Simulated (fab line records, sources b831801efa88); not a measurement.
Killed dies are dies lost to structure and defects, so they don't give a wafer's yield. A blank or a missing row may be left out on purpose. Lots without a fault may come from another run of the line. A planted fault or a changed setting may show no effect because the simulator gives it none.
Chamber matching | flow gf180mcu | GF_V2_CMP_04 on cmp-02: 4 sister chambers
The step polishes SiO2. 14 wafers are shown with their chamber, then 7 later ones without.

WAFERS WITH THEIR CHAMBER
wafer  | chamber | motor_current_A (A) | time_to_endpoint_s (s) | platen_rpm (rpm)
L391.2 | 0       | 11.5                | 80                     | 60.05
L391.5 | 2       | 11.3                | 76                     | 60.02
L391.6 | 3       | 10.2                | 81                     | 60.06
L393.2 | 2       | 10.6                | 75                     | 59.99
L393.4 | 0       | 11.6                | 83                     | 60.01
L393.6 | 2       | 11.8                | 74                     | 60.01
L394.1 | 3       | 11.1                | 66                     | 59.99
L394.5 | 0       | 12.1                | 77                     | 59.95
L394.6 | 3       | 10.9                | 71                     | 60.02
L396.1 | 2       | 11.4                | 73                     | 60.00
L396.3 | 0       | 11.4                | 77                     | 60.07
L396.4 | 1       | 15.0                | 85                     | 60.02
L401.3 | 1       | 14.6                | 86                     | 59.99
L401.5 | 1       | 14.7                | 91                     | 60.02

SIGNATURES (means of the wafers above)
reading            | chamber 0 | chamber 1 | chamber 2 | chamber 3 | scatter within a chamber
motor_current_A    | 11.650    | 14.767    | 11.275    | 10.733    | 0.396
time_to_endpoint_s | 79.25     | 87.33     | 74.50     | 72.67     | 4.09
platen_rpm         | 60.0200   | 60.0100   | 60.0050   | 60.0233   | 0.0346
Rule: a wafer's distance from a chamber is the root of the sum, over the readings, of the square of ((its reading less the chamber's mean) divided by the reading's scatter). The wafer belongs to the nearest chamber; if the next one is less than 2 further off, it can't be placed. The scatter: the root of (the sum of the squares of (reading less its chamber's mean) over the shown wafers, divided by (wafers less chambers)).

WAFERS WITHOUT THEIR CHAMBER
wafer  | motor_current_A (A) | time_to_endpoint_s (s) | platen_rpm (rpm)
L401.6 | 10.7                | 79                     | 59.97
L406.2 | 10.9                | 73                     | 59.98
L406.4 | 10.4                | 69                     | 60.01
L406.6 | 11.0                | 78                     | 59.95
L410.1 | 11.4                | 74                     | 60.01
L410.3 | 10.7                | 70                     | 60.01
L410.4 | 15.0                | 84                     | 59.98

WHICH CHAMBER EACH WENT THROUGH
wafer  | from the rows above          | in truth
L401.6 | can't be placed: 2 or 3 or 0 | 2
L406.2 | can't be placed: 2 or 3 or 0 | 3
L406.4 | can't be placed: 3 or 2      | 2
L406.6 | can't be placed: 2 or 3 or 0 | 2
L410.1 | can't be placed: 2 or 0 or 3 | 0
L410.3 | can't be placed: 3 or 2      | 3
L410.4 | 1                            | 1
Placed correctly: 1 of 7. Can't be placed from these rows: 6 (the true chamber is among the candidates in 6). Placed wrongly: 0.
